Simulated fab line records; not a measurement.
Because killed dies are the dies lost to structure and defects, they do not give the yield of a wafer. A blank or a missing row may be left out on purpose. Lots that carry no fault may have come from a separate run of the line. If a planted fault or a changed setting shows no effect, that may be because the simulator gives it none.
fab line records	flow sky130
record lots=24	wafers=72	lastDay=51
route steps=708 shown PWDE@52 VIA1@470 VIA2@530 METAL3@564 METAL4@632
lots that met no fault: from a run of the same line without faults
startH: hours from the record's opening day to when the first of the lot's shown wafers began	waitH: time in hours since the lot's previous step	" unchanged from the row above	L1.1+2: a single row standing in for several wafers	- no value, or no start was given	* or withheld: withheld	< > ~ a bound
route shown NAME@n: NAME is a module with steps in the file, n the number in the route of the first one	usual: mean/standard deviation of fault-free wafers	same: alike in all rows	chamber/n: place in a boat	sites: each site's reading	_std_site: how widely they spread, as a standard deviation	_edge_site: inner sites' mean taken away from outer sites' mean	radiusMm: for every site, how far away it sits from the centre of the wafer	mask NAME#n: copy n	behind: tool/chamber where the wafer was last shaped	hold: reason for holding the lot/hours on hold/outcome of the hold	device: transistor that didn't switch, given as n, p or np	end of line: tests run on the same wafers once the route is complete	step lacking rows: just its recipe	killed: dies that structure and defects cost at the first sort, which is not the same as the wafer's yield	map: the dies of a wafer, with x for killed, . for not killed, _ for no die there
set.NAME: the setting that was run; set.NAME@STEP: the one run at that earlier step	model.NAME: the simulator's own value behind a step, which no gauge read
route steps across a sampled set of lots; one table per step, one row per wafer
services: from which hour (startH, from the record's first day; less than 0 if before it) a tool's chamber was out of use, for how many hours, and why
## steps
# step SKY_PWDE_OVL_MEAS_07
# usual PWDE_OVL=-0.7/1.5
lot.wafer	tool	chamber	startH	waitH	PWDE_OVL[nm]
L074.1	overlay-01	-	74.84	-	-1.8
L074.2	"	-	"	"	0.5
L074.6	"	-	"	"	0.0
L075.1	overlay-01	-	78.79	-	-2.4
L075.3	"	-	"	"	0.3
L075.6	"	-	"	"	-0.1
L076.2	overlay-02	-	83.35	-	-0.5
L076.3	"	-	"	"	-0.7
L076.6	"	-	"	"	-1.3
L077.3	overlay-02	-	90.15	-	2.0
L077.5	"	-	"	"	2.3
L077.6	"	-	"	"	2.9
L078.1	overlay-01	-	102.69	-	-1.4
L078.2	"	-	"	"	-1.3
L078.6	"	-	"	"	-0.8
L079.1	overlay-01	-	110.04	-	-2.2
L079.4	"	-	"	"	-3.1
L079.6	"	-	"	"	-2.3
L080.1	overlay-01	-	111.14	-	0.3
L080.3	"	-	"	"	-1.2
L080.5	"	-	"	"	-0.3
L081.1	overlay-01	-	116.99	-	-0.4
L081.4	"	-	"	"	-0.2
L081.5	"	-	"	"	0.6
L082.1	overlay-02	-	121.54	-	0.9
L082.2	"	-	"	"	2.1
L082.5	"	-	"	"	0.6
L083.1	overlay-02	-	126.14	-	1.5
L083.3	"	-	"	"	1.9
L083.5	"	-	"	"	-1.2
L084.1	overlay-01	-	131.59	-	-3.2
L084.4	"	-	"	"	-2.5
L084.6	"	-	"	"	-0.4
L085.3	overlay-02	-	139.25	-	-0.6
L085.4	"	-	"	"	-1.6
L085.6	"	-	"	"	-0.1
L086.4	overlay-02	-	143.86	-	0.9
L086.5	"	-	"	"	-0.3
L086.6	"	-	"	"	0.2
L087.2	overlay-01	-	147.85	-	-2.2
L087.5	"	-	"	"	-3.6
L087.6	"	-	"	"	-2.1
L088.1	overlay-01	-	152.09	-	-2.2
L088.2	"	-	"	"	-3.0
L088.3	"	-	"	"	-2.5
L089.3	overlay-01	-	158.15	-	-0.2
L089.4	"	-	"	"	-2.3
L089.6	"	-	"	"	-1.1
L090.2	overlay-01	-	163.25	-	-0.1
L090.3	"	-	"	"	-2.2
L090.5	"	-	"	"	-2.4
L091.1	overlay-01	-	169.99	-	0.0
L091.4	"	-	"	"	-0.8
L091.5	"	-	"	"	0.0
L092.2	overlay-01	-	175.53	-	2.0
L092.5	"	-	"	"	-1.9
L092.6	"	-	"	"	0.2
L093.1	overlay-01	-	183.44	-	-2.9
L093.2	"	-	"	"	-0.4
L093.4	"	-	"	"	-2.5
L094.2	overlay-01	-	186.60	-	0.2
L094.3	"	-	"	"	-2.5
L094.6	"	-	"	"	-0.2
L095.3	overlay-01	-	193.50	-	-1.1
L095.4	"	-	"	"	-1.1
L095.5	"	-	"	"	-1.0
L096.1	overlay-02	-	196.39	-	0.6
L096.2	"	-	"	"	-0.3
L096.4	"	-	"	"	-1.1
L097.4	overlay-02	-	204.36	-	-0.6
L097.5	"	-	"	"	0.3
L097.6	"	-	"	"	-3.4
# step SKY_VIA1_CD_MEAS_12
# recipe targetCdNm=150
# usual cdNm=149.6/1.5
lot.wafer	tool	chamber	startH	waitH	cdNm
L074.1	cdSem-01	-	809.72	-	148.2
L074.2	"	-	"	"	147.6
L074.6	"	-	"	"	148.3
L075.1	cdSem-02	-	818.86	-	149.7
L075.3	"	-	"	"	148.6
L075.6	"	-	"	"	149.3
L076.2	cdSem-01	-	826.14	-	150.6
L076.3	"	-	"	"	151.4
L076.6	"	-	"	"	151.9
L077.3	cdSem-02	-	832.23	-	148.6
L077.5	"	-	"	"	150.5
L077.6	"	-	"	"	149.2
L078.1	cdSem-02	-	853.09	-	148.5
L078.2	"	-	"	"	147.8
L078.6	"	-	"	"	149.5
L079.1	cdSem-02	-	857.69	-	150.2
L079.4	"	-	"	"	149.7
L079.6	"	-	"	"	152.1
L080.1	cdSem-02	-	864.47	-	150.0
L080.3	"	-	"	"	149.8
L080.5	"	-	"	"	147.9
L081.1	cdSem-01	-	867.29	-	150.9
L081.4	"	-	"	"	151.9
L081.5	"	-	"	"	151.2
L082.1	cdSem-02	-	883.34	-	149.1
L082.2	"	-	"	"	147.9
L082.5	"	-	"	"	149.6
L083.1	cdSem-01	-	884.69	-	150.9
L083.3	"	-	"	"	150.9
L083.5	"	-	"	"	151.7
L084.1	cdSem-01	-	887.44	-	150.5
L084.4	"	-	"	"	150.1
L084.6	"	-	"	"	150.5
L085.3	cdSem-01	-	892.18	-	148.0
L085.4	"	-	"	"	150.6
L085.6	"	-	"	"	149.6
L086.4	cdSem-01	-	906.15	-	151.2
L086.5	"	-	"	"	149.5
L086.6	"	-	"	"	151.2
L088.1	cdSem-02	-	912.49	-	147.1
L088.2	"	-	"	"	146.7
L088.3	"	-	"	"	147.1
L087.2	cdSem-01	-	914.44	-	150.2
L087.5	"	-	"	"	147.8
L087.6	"	-	"	"	148.5
L089.3	cdSem-02	-	914.68	-	146.8
L089.4	"	-	"	"	146.7
L089.6	"	-	"	"	147.7
L090.2	cdSem-02	-	924.51	-	150.3
L090.3	"	-	"	"	148.6
L090.5	"	-	"	"	148.3
L091.1	cdSem-02	-	929.09	-	148.1
L091.4	"	-	"	"	148.0
L091.5	"	-	"	"	149.0
L092.2	cdSem-01	-	937.24	-	148.5
L092.5	"	-	"	"	151.8
L092.6	"	-	"	"	150.0
L093.1	cdSem-02	-	943.24	-	152.0
L093.2	"	-	"	"	151.0
L093.4	"	-	"	"	153.6
L094.2	cdSem-02	-	946.91	-	149.8
L094.3	"	-	"	"	147.1
L094.6	"	-	"	"	149.1
L095.3	cdSem-01	-	954.73	-	147.9
L095.4	"	-	"	"	147.0
L095.5	"	-	"	"	149.5
L096.1	cdSem-02	-	962.34	-	150.5
L096.2	"	-	"	"	152.0
L096.4	"	-	"	"	151.5
L097.4	cdSem-01	-	972.08	-	150.7
L097.5	"	-	"	"	150.3
L097.6	"	-	"	"	152.5
# step SKY_VIA1_STRIP_16
# recipe chemistry=O2/N2	powerW=1400	pressureMtorr=1500	platenTempC=withheld	o2FlowSccm=3000	n2FlowSccm=300	overashFraction=0.5
# usual drypumpMotorCurrentA=5.6/0.32	n2FlowSccm=299.8/0.99	oesProductAu=0.415/0.0047	stripTimeToEndpointS=4.452/0.019
lot.wafer	tool	chamber	startH	waitH	drypumpMotorCurrentA	n2FlowSccm	oesProductAu	rfHoursCounterH	stripTimeToEndpointS
L074.1	plasmaAsher-01	0	809.96	0.0	5.1	301.3	0.410	67	4.428
L074.2	"	1	"	"	5.3	299.5	0.415	67	4.441
L074.6	"	0	"	"	5.1	300.3	0.422	-	4.456
L075.1	plasmaAsher-02	1	819.10	0.0	5.9	298.1	0.416	7	4.435
L075.3	"	1	"	"	5.9	298.1	0.416	-	4.441
L075.6	"	0	"	"	5.7	301.6	0.417	-	4.439
L076.2	plasmaAsher-01	0	826.36	0.0	5.1	299.1	0.405	69	4.428
L076.3	"	1	"	"	5.3	299.4	0.418	-	4.463
L076.6	"	1	"	"	5.3	298.8	0.412	-	4.431
L077.3	plasmaAsher-02	1	832.47	0.1	5.9	298.5	0.415	-	4.443
L077.5	"	1	"	"	5.9	298.3	0.418	-	4.467
L077.6	"	0	"	"	5.7	298.4	0.420	-	4.441
L078.1	plasmaAsher-01	1	853.33	0.0	5.3	299.7	0.416	72	4.430
L078.2	"	0	"	"	5.1	301.2	0.409	72	4.477
L078.6	"	0	"	"	5.1	299.6	0.423	-	4.458
L079.1	plasmaAsher-01	1	857.94	0.0	5.3	300.6	0.410	72	4.452
L079.4	"	1	"	"	5.3	300.3	0.410	-	4.458
L079.6	"	0	"	"	5.1	302.0	0.409	-	4.433
L080.1	plasmaAsher-04	1	864.71	0.0	5.8	302.3	0.416	43	4.452
L080.3	"	1	"	"	5.8	301.4	0.418	-	4.433
L080.5	"	0	"	"	5.9	300.9	0.419	-	4.465
L081.1	plasmaAsher-02	1	867.53	0.0	5.9	299.7	0.406	13	4.416
L081.4	"	0	"	"	5.7	300.0	0.423	-	4.449
L081.5	"	0	"	"	5.7	299.8	0.414	-	4.474
L082.1	plasmaAsher-02	0	883.58	0.0	5.7	299.5	0.405	14	4.428
L082.2	"	1	"	"	5.9	300.2	0.413	14	4.470
L082.5	"	0	"	"	5.7	299.3	0.417	-	4.478
L083.1	plasmaAsher-04	0	884.94	0.0	5.9	300.1	0.410	44	4.422
L083.3	"	0	"	"	5.9	297.7	0.417	-	4.422
L083.5	"	0	"	"	5.9	299.0	0.417	-	4.412
L084.1	plasmaAsher-01	1	887.69	0.0	5.3	298.2	0.425	76	4.470
L084.4	"	0	"	"	5.1	299.9	0.413	-	4.434
L084.6	"	0	"	"	5.1	299.9	0.423	-	4.470
L085.3	plasmaAsher-01	0	892.42	0.1	5.1	300.4	0.415	-	4.442
L085.4	"	1	"	"	5.3	298.8	0.413	-	4.454
L085.6	"	0	"	"	5.1	299.7	0.414	-	4.442
L086.4	plasmaAsher-04	1	906.37	0.1	5.8	301.8	0.415	-	4.450
L086.5	"	0	"	"	5.9	299.8	0.419	-	4.442
L086.6	"	1	"	"	5.8	300.3	0.419	-	4.475
L088.1	plasmaAsher-04	1	912.73	0.0	5.9	300.1	0.411	47	4.446
L088.2	"	0	"	"	5.9	298.7	0.416	47	4.457
L088.3	"	1	"	"	5.8	299.6	0.418	-	4.471
L087.2	plasmaAsher-01	0	914.66	0.0	5.1	299.7	0.409	78	4.428
L087.5	"	1	"	"	5.3	299.9	0.414	-	4.450
L087.6	"	0	"	"	5.1	300.5	0.428	-	4.471
L089.3	plasmaAsher-04	1	914.92	0.1	5.8	298.2	0.412	-	4.475
L089.4	"	0	"	"	5.9	300.7	0.409	-	4.463
L089.6	"	1	"	"	5.8	300.4	0.412	-	4.471
L090.2	plasmaAsher-02	1	924.74	0.0	5.9	300.7	0.417	18	4.466
L090.3	"	1	"	"	5.9	299.6	0.418	-	4.453
L090.5	"	1	"	"	5.9	300.1	0.408	-	4.450
L091.1	plasmaAsher-02	0	929.34	0.0	5.7	300.6	0.419	19	4.445
L091.4	"	0	"	"	5.7	299.9	0.422	-	4.462
L091.5	"	1	"	"	5.9	300.6	0.424	-	4.498
L092.2	plasmaAsher-02	0	937.46	0.0	5.7	302.2	0.411	20	4.448
L092.5	"	1	"	"	5.9	299.4	0.411	-	4.458
L092.6	"	0	"	"	5.7	300.1	0.415	-	4.451
L093.1	plasmaAsher-01	0	943.48	0.0	5.1	298.8	0.416	81	4.459
L093.2	"	1	"	"	5.3	299.2	0.418	81	4.434
L093.4	"	1	"	"	5.3	298.8	0.415	-	4.424
L094.2	plasmaAsher-02	0	947.14	0.0	5.7	299.7	0.417	21	4.476
L094.3	"	0	"	"	5.7	299.1	0.415	-	4.478
L094.6	"	1	"	"	5.9	300.1	0.410	-	4.466
L095.3	plasmaAsher-02	1	954.97	0.1	5.9	298.8	0.416	-	4.454
L095.4	"	0	"	"	5.7	299.7	0.413	-	4.482
L095.5	"	0	"	"	5.7	300.2	0.418	-	4.455
L096.1	plasmaAsher-02	1	962.58	0.0	5.9	300.3	0.405	22	4.454
L096.2	"	0	"	"	5.7	299.0	0.415	22	4.442
L096.4	"	0	"	"	5.7	299.9	0.415	-	4.465
L097.4	plasmaAsher-01	0	972.30	0.1	5.1	299.4	0.416	-	4.466
L097.5	"	1	"	"	5.3	300.5	0.413	-	4.434
L097.6	"	0	"	"	5.1	299.3	0.417	-	4.448
# step SKY_VIA2_THK_MEAS_23
# recipe thkMeasGauge=xrf	reads=W_of_VIA2_CVD_21
# usual VIA2_W_THK=427/7.9
lot.wafer	tool	chamber	startH	waitH	VIA2_W_THK[nm]
L074.1	filmMetro-01	-	867.43	0.1	423
L074.2	"	-	"	"	418
L074.6	"	-	"	"	418
L075.1	filmMetro-03	-	880.31	0.1	422
L075.3	"	-	"	"	415
L075.6	"	-	"	"	425
L076.2	filmMetro-03	-	884.87	0.1	424
L076.3	"	-	"	"	426
L076.6	"	-	"	"	428
L077.3	filmMetro-03	-	890.45	0.1	436
L077.5	"	-	"	"	433
L077.6	"	-	"	"	425
L078.1	filmMetro-01	-	910.90	0.1	422
L078.2	"	-	"	"	416
L078.6	"	-	"	"	422
L079.1	filmMetro-03	-	915.35	0.1	430
L079.4	"	-	"	"	435
L079.6	"	-	"	"	431
L080.1	filmMetro-03	-	921.14	0.1	428
L080.3	"	-	"	"	427
L080.5	"	-	"	"	438
L081.1	filmMetro-01	-	924.61	0.1	413
L081.4	"	-	"	"	411
L081.5	"	-	"	"	419
L082.1	filmMetro-02	-	939.12	0.1	423
L082.2	"	-	"	"	430
L082.5	"	-	"	"	418
L083.1	filmMetro-02	-	941.51	0.1	424
L083.3	"	-	"	"	423
L083.5	"	-	"	"	428
L084.1	filmMetro-02	-	943.73	0.1	427
L084.4	"	-	"	"	427
L084.6	"	-	"	"	425
L085.3	filmMetro-01	-	947.63	0.1	426
L085.4	"	-	"	"	416
L085.6	"	-	"	"	426
L086.4	filmMetro-01	-	960.58	0.1	427
L086.5	"	-	"	"	426
L086.6	"	-	"	"	421
L088.1	filmMetro-01	-	968.13	0.1	418
L088.2	"	-	"	"	415
L088.3	"	-	"	"	422
L087.2	filmMetro-03	-	970.16	0.1	442
L087.5	"	-	"	"	434
L087.6	"	-	"	"	441
L089.3	filmMetro-01	-	970.55	0.1	421
L089.4	"	-	"	"	425
L089.6	"	-	"	"	420
L090.2	filmMetro-01	-	979.61	0.1	422
L090.3	"	-	"	"	424
L090.5	"	-	"	"	422
L091.1	filmMetro-03	-	983.76	0.1	438
L091.4	"	-	"	"	429
L091.5	"	-	"	"	436
L092.2	filmMetro-03	-	990.64	0.1	438
L092.5	"	-	"	"	434
L092.6	"	-	"	"	432
L093.1	filmMetro-02	-	997.73	0.1	432
L093.2	"	-	"	"	432
L093.4	"	-	"	"	433
L094.2	filmMetro-02	-	1000.79	0.1	427
L094.3	"	-	"	"	435
L094.6	"	-	"	"	429
L095.3	filmMetro-01	-	1007.56	0.1	421
L095.4	"	-	"	"	420
L095.5	"	-	"	"	420
L096.1	filmMetro-03	-	1016.25	0.1	438
L096.2	"	-	"	"	436
L096.4	"	-	"	"	439
L097.4	filmMetro-03	-	1025.51	0.1	442
L097.5	"	-	"	"	445
L097.6	"	-	"	"	443
# step SKY_METAL3_OVL_MEAS_14
# usual METAL3_OVL=2/5.1
lot.wafer	tool	chamber	startH	waitH	METAL3_OVL[nm]
L074.1	overlay-01	-	921.46	0.1	11
L074.2	"	-	"	"	-1
L074.6	"	-	"	"	1
L075.1	overlay-02	-	933.34	0.1	-3
L075.3	"	-	"	"	-6
L075.6	"	-	"	"	3
L076.2	overlay-02	-	937.69	0.1	-6
L076.3	"	-	"	"	-8
L076.6	"	-	"	"	-7
L077.3	overlay-02	-	943.17	0.1	4
L077.5	"	-	"	"	1
L077.6	"	-	"	"	1
L078.1	overlay-01	-	962.88	0.1	1
L078.2	"	-	"	"	0
L078.6	"	-	"	"	-2
L079.1	overlay-01	-	968.14	0.1	14
L079.4	"	-	"	"	5
L079.6	"	-	"	"	3
L080.1	overlay-01	-	972.31	0.1	4
L080.3	"	-	"	"	7
L080.5	"	-	"	"	3
L081.1	overlay-02	-	975.31	0.1	-2
L081.4	"	-	"	"	1
L081.5	"	-	"	"	2
L082.1	overlay-02	-	990.81	0.1	9
L082.2	"	-	"	"	13
L082.5	"	-	"	"	7
L083.1	overlay-02	-	992.76	0.1	1
L083.3	"	-	"	"	-5
L083.5	"	-	"	"	0
L084.1	overlay-02	-	994.56	0.1	-3
L084.4	"	-	"	"	-3
L084.6	"	-	"	"	3
L085.3	overlay-01	-	998.37	0.1	10
L085.4	"	-	"	"	6
L085.6	"	-	"	"	10
L086.4	overlay-01	-	1010.78	0.1	10
L086.5	"	-	"	"	9
L086.6	"	-	"	"	9
L088.1	overlay-02	-	1018.43	0.1	9
L088.2	"	-	"	"	6
L088.3	"	-	"	"	-5
L087.2	overlay-02	-	1019.56	0.1	-2
L087.5	"	-	"	"	6
L087.6	"	-	"	"	9
L089.3	overlay-01	-	1020.77	0.1	-7
L089.4	"	-	"	"	1
L089.6	"	-	"	"	-2
L090.2	overlay-01	-	1027.99	0.1	-3
L090.3	"	-	"	"	-10
L090.5	"	-	"	"	-8
L091.1	overlay-01	-	1032.24	0.1	4
L091.4	"	-	"	"	3
L091.5	"	-	"	"	4
L092.2	overlay-02	-	1040.16	0.1	2
L092.5	"	-	"	"	3
L092.6	"	-	"	"	-2
L093.1	overlay-02	-	1046.76	0.1	2
L093.2	"	-	"	"	0
L093.4	"	-	"	"	-3
L094.2	overlay-01	-	1049.99	0.1	4
L094.3	"	-	"	"	2
L094.6	"	-	"	"	1
L095.3	overlay-01	-	1054.95	0.1	9
L095.4	"	-	"	"	2
L095.5	"	-	"	"	1
L096.1	overlay-02	-	1064.29	0.1	5
L096.2	"	-	"	"	14
L096.4	"	-	"	"	10
L097.4	overlay-02	-	1073.68	0.1	2
L097.5	"	-	"	"	4
L097.6	"	-	"	"	0
# step SKY_METAL4_ETCH_16
# recipe chemistry=N2/H2	target=BARC	ionEnergyEv=200	biasW=100	pressureMtorr=30	n2FlowSccm=100	h2FlowSccm=200	icpW=500	stopOn=SiO2	timeS=88.2	targetDepthA=600
# usual drypumpMotorCurrentA=6.1/0.32	heBacksideLeakSccm=3.4/0.32	n2FlowSccm=99.95/0.29	oesProductAu=0.625/0.0045	throttleValvePct=13.204/0.0085
lot.wafer	tool	chamber	startH	waitH	drypumpMotorCurrentA	heBacksideLeakSccm	n2FlowSccm	oesProductAu	rfHoursCounterH	throttleValvePct
L074.1	rieMetal-02	0	999.48	0.0	5.9	3.3	99.85	0.626	16	13.210
L074.2	"	1	"	"	6.2	3.6	99.77	0.626	18	13.189
L074.6	"	1	"	"	6.3	3.8	100.23	0.631	-	13.174
L075.1	rieMetal-02	0	1011.18	0.0	5.9	3.5	100.19	0.625	16	13.220
L075.3	"	1	"	"	6.3	3.5	100.02	0.629	-	13.200
L075.6	"	0	"	"	5.9	3.5	100.09	0.626	-	13.205
L076.2	rieMetal-04	1	1015.73	0.0	6.6	3.3	99.90	0.617	9	13.204
L076.3	"	0	"	"	5.7	3.3	100.12	0.625	-	13.209
L076.6	"	0	"	"	5.7	3.1	99.65	0.627	-	13.216
L077.3	rieMetal-03	1	1021.91	0.0	5.8	3.2	99.66	0.632	-	13.203
L077.5	"	0	"	"	6.2	3.3	99.71	0.626	-	13.197
L077.6	"	1	"	"	5.8	3.2	99.55	0.621	-	13.193
L078.1	rieMetal-04	1	1039.83	0.0	6.5	3.3	99.73	0.628	10	13.214
L078.2	"	0	"	"	5.7	3.2	99.96	0.631	15	13.208
L078.6	"	0	"	"	5.6	3.1	100.21	0.623	-	13.215
L079.1	rieMetal-02	0	1043.88	0.0	5.9	3.4	99.95	0.624	18	13.208
L079.4	"	1	"	"	6.2	3.4	99.93	0.629	-	13.208
L079.6	"	1	"	"	6.3	3.4	99.76	0.633	-	13.202
L080.1	rieMetal-03	1	1049.38	0.0	5.8	3.2	100.17	0.623	11	13.204
L080.3	"	0	"	"	6.2	3.4	99.97	0.626	-	13.215
L080.5	"	0	"	"	6.1	3.6	100.05	0.621	-	13.202
L081.1	rieMetal-04	0	1050.73	0.0	5.6	3.3	100.05	0.632	16	13.198
L081.4	"	0	"	"	5.7	3.1	99.78	0.622	-	13.211
L081.5	"	1	"	"	6.5	3.4	100.71	0.625	-	13.199
L082.1	rieMetal-04	0	1066.13	0.0	5.7	3.2	99.96	0.627	17	13.210
L082.2	"	1	"	"	6.5	3.1	99.88	0.628	12	13.204
L082.5	"	0	"	"	5.6	3.3	99.84	0.623	-	13.205
L083.1	rieMetal-02	0	1066.43	0.0	5.9	3.4	99.80	0.633	20	13.175
L083.3	"	0	"	"	5.9	3.2	99.69	0.617	-	13.198
L083.5	"	0	"	"	5.9	3.4	100.20	0.623	-	13.218
L084.1	rieMetal-04	0	1070.88	0.0	5.6	3.2	100.15	0.626	17	13.194
L084.4	"	0	"	"	5.7	3.2	99.88	0.627	-	13.207
L084.6	"	0	"	"	5.6	3.1	100.04	0.624	-	13.198
L085.3	rieMetal-04	0	1074.06	0.0	5.7	3.2	99.86	0.622	-	13.201
L085.4	"	1	"	"	6.5	3.1	99.81	0.626	-	13.201
L085.6	"	1	"	"	6.5	3.3	99.83	0.623	-	13.198
L086.4	rieMetal-02	0	1083.21	0.0	5.9	3.3	100.13	0.631	-	13.207
L086.5	"	1	"	"	6.3	3.3	100.07	0.631	-	13.204
L086.6	"	0	"	"	5.9	3.5	99.88	0.632	-	13.198
L088.1	rieMetal-04	1	1091.93	0.0	6.5	3.4	100.05	0.620	14	13.200
L088.2	"	0	"	"	5.6	3.0	99.82	0.623	18	13.198
L088.3	"	1	"	"	6.6	3.5	100.01	0.623	-	13.205
L087.2	rieMetal-02	0	1092.43	0.0	5.9	3.4	99.90	0.627	22	13.193
L087.5	"	0	"	"	5.9	3.4	99.89	0.631	-	13.198
L087.6	"	1	"	"	6.2	3.4	99.73	0.624	-	13.204
L089.3	rieMetal-03	1	1093.26	0.0	5.8	3.2	100.24	0.623	-	13.215
L089.4	"	0	"	"	6.2	3.4	99.81	0.628	-	13.190
L089.6	"	1	"	"	5.8	3.3	99.70	0.626	-	13.203
L090.2	rieMetal-02	1	1100.08	0.0	6.3	3.3	100.40	0.628	25	13.219
L090.3	"	1	"	"	6.3	3.4	100.24	0.628	-	13.201
L090.5	"	0	"	"	5.9	3.5	99.56	0.630	-	13.207
L091.1	rieMetal-04	1	1103.33	0.0	6.6	3.2	100.20	0.624	15	13.200
L091.4	"	0	"	"	5.6	3.1	99.78	0.624	-	13.201
L091.5	"	1	"	"	6.5	3.2	99.94	0.616	-	13.203
L092.2	rieMetal-02	0	1111.38	0.0	5.9	3.4	100.17	0.630	23	13.196
L092.5	"	0	"	"	5.9	3.6	100.79	0.625	-	13.199
L092.6	"	1	"	"	6.3	3.7	99.57	0.624	-	13.204
L093.1	rieMetal-03	1	1116.88	0.0	5.8	3.3	99.54	0.627	17	13.185
L093.2	"	0	"	"	6.1	3.6	100.00	0.618	25	13.201
L093.4	"	1	"	"	5.8	3.3	99.58	0.617	-	13.193
L094.2	rieMetal-03	1	1119.33	0.0	5.8	3.2	99.81	0.617	17	13.194
L094.3	"	1	"	"	5.8	3.1	99.60	0.627	-	13.202
L094.6	"	0	"	"	6.2	3.4	99.38	0.615	-	13.202
L095.3	rieMetal-04	0	1122.16	0.0	5.6	3.4	99.87	0.622	-	13.218
L095.4	"	1	"	"	6.5	3.4	100.37	0.631	-	13.201
L095.5	"	1	"	"	6.5	3.3	99.99	0.624	-	13.218
L096.1	rieMetal-02	1	1131.68	0.0	6.3	3.3	100.10	0.627	0	13.205
L096.2	"	0	"	"	5.9	3.6	99.96	0.630	26	13.209
L096.4	"	1	"	"	6.3	3.6	100.33	0.627	-	13.178
L097.4	rieMetal-04	0	1140.91	0.0	5.7	3.2	100.15	0.635	-	13.202
L097.5	"	1	"	"	6.5	3.3	100.02	0.623	-	13.199
L097.6	"	0	"	"	5.7	3.1	100.15	0.628	-	13.211
## services
tool	chamber	startH	hours	kind
rieMetal-04	0	786.21	15.9	repair
rieMetal-04	1	821.46	-	clean
rieMetal-04	1	821.46	12.7	scheduledDown
rieMetal-04	1	821.46	12.7	ventCycle
rieMetal-04	0	824.26	3.5	repair
plasmaAsher-04	-	824.86	14.6	pm
rieMetal-02	-	836.66	1.1	repair
rieMetal-04	-	841.41	6.6	repair
rieMetal-03	1	846.53	11.9	repair
rieMetal-03	1	964.36	25.9	repair
plasmaAsher-01	-	986.99	2.8	pm
rieMetal-04	-	1028.64	1.4	pm
rieMetal-02	-	1028.82	2.8	pm
plasmaAsher-02	-	1066.41	0.5	repair
rieMetal-03	0	1099.32	17.1	repair
rieMetal-02	1	1113.04	-	clean
rieMetal-02	1	1113.04	-	consumableReplace:focusRing
rieMetal-02	1	1113.04	18.4	scheduledDown
rieMetal-02	1	1113.04	18.4	ventCycle
plasmaAsher-01	-	1118.37	2.7	repair
plasmaAsher-02	-	1135.52	2.8	pm
## key
fault none
